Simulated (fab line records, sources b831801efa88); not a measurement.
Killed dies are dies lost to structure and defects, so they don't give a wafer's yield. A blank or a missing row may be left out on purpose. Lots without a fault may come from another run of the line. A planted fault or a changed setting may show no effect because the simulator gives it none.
One fault seen from 2 desks | flow sky130 | each desk has only its own numbers; what lay behind them comes last

THE METROLOGY DESK
What the gauges read, lot by lot, whatever tool the lot ran on: means of the sampled wafers that have a number. A lot is out of limits, marked OUT, if its mean lies more than 4 standard deviations from the usual mean; the brackets give that distance.
Columns: A = FIELD_ISO_OXIDATION_00_THK at SKY_FIELD_ISO_THK_MEAS_02, usual 11.85 nm; B = VT_ADJUST_LVTN_01_OVL at SKY_VT_ADJUST_LVTN_OVL_MEAS_18, usual 0.4 nm
lot  | first seen here | A     | B
L940 | day 1 12:05     | 12.01 | 0.2
L941 | day 1 18:24     | 11.61 | 0.4
L943 | day 2 03:17     | 11.69 | 0.9
L944 | day 2 09:44     | 12.19 | 0.9
L946 | day 2 18:25     | 11.97 | 0.0
L948 | day 3 04:16     | 12.13 | -1.2
L951 | day 3 20:25     | 12.17 | -0.8
L952 | day 4 00:42     | 11.64 | 0.9
L955 | day 4 14:38     | 12.07 | 1.7
L958 | day 5 05:49     | 11.90 | -0.9
L961 | day 5 20:38     | 11.88 | -1.0
L963 | day 6 06:39     | 11.26 | 1.6
This desk's finding: nothing out of limits on any of the 12 lots.

THE TOOL OWNER'S DESK: litho_track-01
The tool's own readings at SKY_DNWELL_COAT_02 (resist thk 3000 nm): means of the sampled wafers that have a number, for each lot that ran on this tool. A lot is out of limits, marked OUT, if its mean lies more than 4 standard deviations from the usual mean; the brackets give that distance.
Columns: A = spin_speed_rpm at SKY_DNWELL_COAT_02, usual 2000.0 rpm
lot  | first seen here | A
L940 | day 2 21:04     | 2000.6
L946 | day 4 04:49     | 1998.8
L948 | day 4 14:39     | 2379.4 (+99 or more) OUT
L951 | day 5 06:22     | 2379.3 (+99 or more) OUT
L955 | day 6 02:12     | 2381.0 (+99 or more) OUT
This desk's finding: out of limits on L948, L951, L955; first on L948, day 4 14:39 (spin_speed_rpm at SKY_DNWELL_COAT_02). In limits: L940, L946.

PUT TOGETHER
The tool owner's desk could have raised an alarm at day 4 14:39, on L948, L951, L955.
The metrology desk saw nothing out of limits.
The metrology desk has L948, L951, L955 on record, within its limits.
Of the lots named, all ran SKY_DNWELL_COAT_02 on litho_track-01.

WHAT THE SIMULATOR HAD PUT IN
Process parameter drift: litho_track-01, from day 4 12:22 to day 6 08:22, at SKY_DNWELL_COAT_02. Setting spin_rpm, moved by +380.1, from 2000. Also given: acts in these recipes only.
Lots struck among those shown: L948, L951, L955.
Hours from the fault's start to each desk's first reading out of limits: the tool owner's desk, 2.
